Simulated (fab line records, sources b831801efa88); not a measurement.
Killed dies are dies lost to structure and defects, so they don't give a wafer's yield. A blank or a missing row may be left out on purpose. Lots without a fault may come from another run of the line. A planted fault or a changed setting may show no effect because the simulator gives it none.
Which tool did it? | flow gf180mcu | 24 lots, 72 wafers sampled, at 1 step of a route of 602

WHAT THE GAUGES READ, wafer by wafer
GF_STI_THK_MEAS_02. Usual: STI_OXIDATION_THK 10.07 nm, standard deviation 0.15.
lot  | measured    | on            | STI_OXIDATION_THK (nm) | flag
L074 | day 1 12:41 | film_metro-04 | 10.14 10.14 10.13      |
L075 | day 1 16:31 | film_metro-04 | 10.01 10.08 9.95       |
L076 | day 1 22:08 | film_metro-01 | 9.82 9.88 9.93         |
L077 | day 2 02:32 | film_metro-04 | 10.11 9.94 9.95        |
L078 | day 2 07:31 | film_metro-04 | 10.17 10.10 10.15      |
L079 | day 2 12:31 | film_metro-03 | 9.89 9.73 9.87         |
L080 | day 2 17:31 | film_metro-01 | 10.40 10.12 10.26      |
L081 | day 2 22:31 | film_metro-01 | 10.08 10.15 10.34      |
L082 | day 3 03:40 | film_metro-04 | 10.12 10.15 9.94       |
L083 | day 3 08:31 | film_metro-03 | 10.31 10.36 10.38      |
L084 | day 3 13:49 | film_metro-03 | 10.16 10.19 10.04      |
L085 | day 3 19:53 | film_metro-01 | 10.23 10.11 10.04      |
L086 | day 3 23:31 | film_metro-01 | 10.05 9.84 9.97        |
L087 | day 4 04:31 | film_metro-03 | 10.05 9.81 9.90        |
L088 | day 4 11:04 | film_metro-04 | 10.17 10.15 10.23      |
L089 | day 4 14:46 | film_metro-04 | 10.09 10.06 10.14      |
L090 | day 4 20:36 | film_metro-04 | 10.01 10.04 10.02      |
L091 | day 5 02:19 | film_metro-03 | 10.03 10.02 9.99       |
L092 | day 5 06:13 | film_metro-03 | 9.82 9.94 9.73         |
L093 | day 5 10:31 | film_metro-03 | 9.97 10.23 9.97        |
L094 | day 5 15:59 | film_metro-01 | 10.17 10.08 10.28      |
L095 | day 5 20:31 | film_metro-01 | 10.15 10.24 10.04      |
L096 | day 6 01:32 | film_metro-01 | 10.05 9.95 9.91        |
L097 | day 6 07:17 | film_metro-04 | 10.00 10.00 10.22      |

WHICH TOOL RAN EACH LOT (tool, then ch and the chambers of the sampled wafers, then the start)
The record holds no process step before these readings.

WHAT THE TOOLS THEMSELVES READ (means of the sampled wafers that have a number; where no wafer has one, the mark that the record gives instead)
The record holds no such reading with a usual standard deviation.

THE ANSWER, worked out from the rows above alone
Rule: a lot is off if the mean of its wafers that have a number lies more than 3 standard deviations from the usual mean. A lot without any number at a reading at which 4 lots or more have one is off too. The other lots that the step has rows for count as sound. The gauges are gone through in route order, then the tools' own readings, and for those a lot's mean is taken as printed above. The first step at which some lot is off is used, and at that step the reading that is off furthest; a lot without a number counts as furthest.
No lot is off at any reading shown: from this, nothing can be told.

WHAT THE SIMULATOR HAD PUT IN
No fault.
